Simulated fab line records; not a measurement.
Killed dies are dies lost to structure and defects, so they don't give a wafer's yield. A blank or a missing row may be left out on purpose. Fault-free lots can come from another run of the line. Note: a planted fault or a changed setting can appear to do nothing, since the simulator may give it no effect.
Split-lot study | flow sky130 | 23 wafers read across 5 lots, on a route 708 steps long

THE SPLIT
At SKY_CONTACT_SPUTTER_23 (material TiN, target thk 20 nm, time 80 s), the setting time_s was moved away from the recipe's 80 s on 6 of the 23 wafers read, by -4.8% to +12.5%. All remaining wafers had this setting at the recipe value.

The split's own step is where the reading is taken.

THE READING
TiN_of_CONTACT_SPUTTER_23.thk_nm (the simulator's own value, which no gauge read), in nm, at SKY_CONTACT_SPUTTER_23 (material TiN, target thk 20 nm, time 80 s). The file gives no usual value for it. Average 20.01 nm, standard deviation 0.21 nm, over the 17 wafers here run with the recipe.

wafer  | tool, chamber at the split | time_s as run, s | against the recipe | TiN_of_CONTACT_SPUTTER_23.thk_nm, nm | against lot-mates on the recipe
L075.1 | pvd_sputter-01, -          | 83.39            | +4.2%              | 20.5                                 | +0.67
L075.2 | pvd_sputter-01, -          | 83.39            | +4.2%              | 20.78                                | +0.95
L075.3 | pvd_sputter-01, -          | 80               | recipe             | 19.85                                | -
L075.4 | pvd_sputter-01, -          | 80               | recipe             | 19.92                                | -
L075.6 | pvd_sputter-01, -          | 80               | recipe             | 19.73                                | -
L077.2 | pvd_sputter-04, -          | 80               | recipe             | 20.26                                | -
L077.3 | pvd_sputter-04, -          | 80               | recipe             | 20.34                                | -
L077.5 | pvd_sputter-04, -          | 80               | recipe             | 20.14                                | -
L079.1 | pvd_sputter-04, -          | 80               | recipe             | 20.21                                | -
L079.2 | pvd_sputter-04, -          | 76.15            | -4.8%              | 18.98                                | -1.23
L079.4 | pvd_sputter-04, -          | 80               | recipe             | 20.29                                | -
L079.5 | pvd_sputter-04, -          | 76.15            | -4.8%              | 18.93                                | -1.28
L079.6 | pvd_sputter-04, -          | 80               | recipe             | 20.13                                | -
L081.1 | pvd_sputter-03, -          | 80               | recipe             | 19.86                                | -
L081.2 | pvd_sputter-03, -          | 80               | recipe             | 20.25                                | -
L081.3 | pvd_sputter-03, -          | 80               | recipe             | 19.93                                | -
L081.4 | pvd_sputter-03, -          | 80               | recipe             | 19.92                                | -
L081.6 | pvd_sputter-03, -          | 80               | recipe             | 20.02                                | -
L085.1 | pvd_sputter-04, -          | 80               | recipe             | 19.71                                | -
L085.2 | pvd_sputter-04, -          | 89.99            | +12.5%             | 22.22                                | +2.46
L085.4 | pvd_sputter-04, -          | 89.99            | +12.5%             | 22.46                                | +2.70
L085.5 | pvd_sputter-04, -          | 80               | recipe             | 19.93                                | -
L085.6 | pvd_sputter-04, -          | 80               | recipe             | 19.65                                | -

FIT RESULTS
A straight line over all 23 wafers: TiN_of_CONTACT_SPUTTER_23.thk_nm changes by +0.189 nm for each +1% of time_s; r = +0.97; the points scatter about the line by 0.21 nm.
The same after taking each lot's own level away (the mean of its wafers on the recipe; 23 wafers): +0.213 nm for each +1%; r = +0.99; scatter 0.13 nm.
On that fit, the largest move of time_s shifts the reading by 2.7 nm.
The span of the lots' own levels, 19.763 to 20.247 nm, comes to 2.3 times the standard deviation stated above.
Thus the slope moves with the lot-to-lot level: the two fits are different.
Check: for one of the wafers moved furthest among these (+12.5%), held out of the fit, the line's prediction against its lot-mates is +2.74 nm. It came out at +2.46 nm against them.

OTHER SPLITS APPLIED TO THESE WAFERS
Before the reading, these wafers also passed through other splits. Each is held against what the fit with the lots' levels taken away leaves over:
other split on the same wafers    | wafers away from the commonest value | r with TiN_of_CONTACT_SPUTTER_23.thk_nm (lot level and that fit taken away)
SKY_LI_CONTACT_SPUTTER_20 power_w | 7                                    | -0.12

FILE'S OWN FIT
TiN_of_CONTACT_SPUTTER_23.thk_nm changes by +0.211 nm for each +1% of time_s, r = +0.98.
